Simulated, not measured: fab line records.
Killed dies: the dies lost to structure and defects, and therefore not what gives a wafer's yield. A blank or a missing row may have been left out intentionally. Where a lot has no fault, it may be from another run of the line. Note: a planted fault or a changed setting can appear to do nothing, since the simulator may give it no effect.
Which tool was responsible? | flow gf180mcu | 17 wafers sampled from 6 lots at 1 step of a route of 602

## WHAT EACH GAUGE READ, for each wafer
GF_STI_CD_MEAS_12 targets a cd of 220 nm.
lot  | measured    | on        | cd-nm (nm)
L244 | day 2 11:13 | cd-sem-02 | 218.6 219.1 218.8
L246 | day 2 22:16 | cd-sem-02 | 221.8 222.1 221.6
L251 | day 3 23:29 | cd-sem-01 | 218.5 218.2 219.9
L254 | day 4 14:52 | cd-sem-02 | 219.9 220.7 220.9
L257 | day 5 08:02 | cd-sem-01 | 220.2 220.7 220.1
L261 | day 6 02:11 | cd-sem-02 | 218.2 219.0

## WHICH TOOL RAN EACH LOT (tool, then ch and the chambers of the sampled wafers, then the start)
The record holds no process step before these readings.

## THE ANSWER, worked out from the rows above alone
Rule: usual is defined by the lots themselves. The widest of any qualifying gaps counts: lots, ordered by their means at a reading, are off when they make up no more than a third of the lots, leave a main group of 4 or more, and stand apart from it by 3 or more times the standard deviation of that group's means. A main group is skipped when, at the precision printed for the reading in the tables above, its means are all equal. A lot without any number at a reading at which 4 lots or more have one is off too. All remaining lots with rows at the step are treated as sound.
None of the lots is off at any reading shown; this tells nothing.

## WHAT WAS PUT IN BY THE SIMULATOR
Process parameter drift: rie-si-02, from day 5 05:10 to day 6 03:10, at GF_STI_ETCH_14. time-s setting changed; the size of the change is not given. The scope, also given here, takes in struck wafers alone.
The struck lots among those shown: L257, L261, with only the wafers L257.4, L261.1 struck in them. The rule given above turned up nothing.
